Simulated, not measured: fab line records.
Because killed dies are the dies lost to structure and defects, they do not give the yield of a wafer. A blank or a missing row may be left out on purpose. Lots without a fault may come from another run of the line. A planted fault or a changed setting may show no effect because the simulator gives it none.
2 desks, one fault -- flow gf180mcu -- every desk sees just its own numbers, and what lay behind them comes last

## FROM THE METROLOGY DESK
What the gauges read for every lot (on any tool): the sampled wafers with a number, averaged. A lot is out of limits, marked OUT, if its mean lies more than 4 standard deviations from the usual mean; the brackets give that distance.
Columns: A = HV_LDD_3_TW at GF_HV_LDD_TW_MEAS_38, usual 1444; B = HV_LDD_CVD_56_THK at GF_HV_LDD_THK_MEAS_57, usual 90.4 nm; C = NSD_OVL at GF_NSD_OVL_MEAS_08, usual 0.3 nm; D = PSD_TW at GF_PSD_TW_MEAS_11, usual 3207; E = PSD_RS at GF_PSD_RS_MEAS_15, usual 108.66 ohm/sq
lot,first seen here,A,B,C,D,E
L422,day 13 21:22,1433,90.3,0.7,3213,108.39
L423,day 14 10:01,1427,90.6,1.5,3167,108.99
L424,day 14 17:14,1429,89.5,2.4,3205,108.51
L425,day 14 22:23,1428,90.4,0.3,3216,108.32
L426,day 15 05:38,1441,90.1,0.1,2401 (-45) OUT,248.47 (+99 or more) OUT
L427,day 15 14:31,1437,88.9,-0.5,2372 (-46) OUT,251.10 (+99 or more) OUT
L428,day 15 20:03,1445,90.7,1.9,3176,108.54
L434,day 17 07:49,1449,89.4,-0.3,3214,108.98
L436,day 17 21:53,1451,90.7,-0.9,3194,108.78
L438,day 18 15:14,1444,89.4,2.0,3216,108.75
L439,day 18 21:51,1460,90.5,-0.5,3194,108.39
This desk finds L426, L427 out of limits, with the earliest case on L426 at day 18 03:46 (PSD_TW at GF_PSD_TW_MEAS_11). In limits: L422, L423, L424, L425, L428, L434, L436, L438, L439.

## THE TOOL OWNER'S DESK: implanter-04
The tool's own readings at GF_PSD_IMPLANT_09, given as means over the sampled wafers that have a number, one for each lot that went through this tool. A lot is out of limits, marked OUT, if its mean lies more than 4 standard deviations from the usual mean; the brackets give that distance.
Columns: A = dose_ions_cm2 at GF_PSD_IMPLANT_09, usual 1.4999e+15; B = end_station_pressure_torr at GF_PSD_IMPLANT_09, usual 1.17e-05 Torr; C = faraday_current_uA at GF_PSD_IMPLANT_09, usual 8245
lot,first seen here,A,B,C
L422,day 16 16:07,1.4977e+15,1.17e-05,8376
L424,day 17 14:13,1.4993e+15,1.14e-05,8448
L425,day 17 19:02,1.4999e+15,1.25e-05,8202
L426,day 18 03:31,4.6273e+14 (-99 or more) OUT,7.03e-06 (-8.0) OUT,2579 (-35) OUT
L427,day 18 13:58,4.6237e+14 (-99 or more) OUT,7.03e-06 (-8.0) OUT,2582 (-35) OUT
L436,day 21 01:21,1.4999e+15,1.11e-05,8302
L438,day 21 17:26,1.4995e+15,1.23e-05,8107
L439,day 22 02:05,1.4997e+15,1.12e-05,8177
This desk finds L426, L427 out of limits, L426 being first, at day 18 03:31 (dose_ions_cm2 at GF_PSD_IMPLANT_09). In limits: L422, L424, L425, L436, L438, L439.

## ALL TOGETHER
The tool owner's desk had the chance to raise an alarm at day 18 03:31 on L426, L427.
L426, L427 would have let the metrology desk raise an alarm at day 18 03:46.
The lots listed all ran GF_PSD_IMPLANT_09 on implanter-04.

## WHAT THE SIMULATOR HAD PUT IN
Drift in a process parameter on implanter-04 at GF_PSD_IMPLANT_09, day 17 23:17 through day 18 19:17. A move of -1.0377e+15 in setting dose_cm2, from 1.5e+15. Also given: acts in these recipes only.
Lots struck among those shown: L426, L427.
Fault start to first reading out of limits, in hours, per desk: tool owner, 4; metrology, 4.
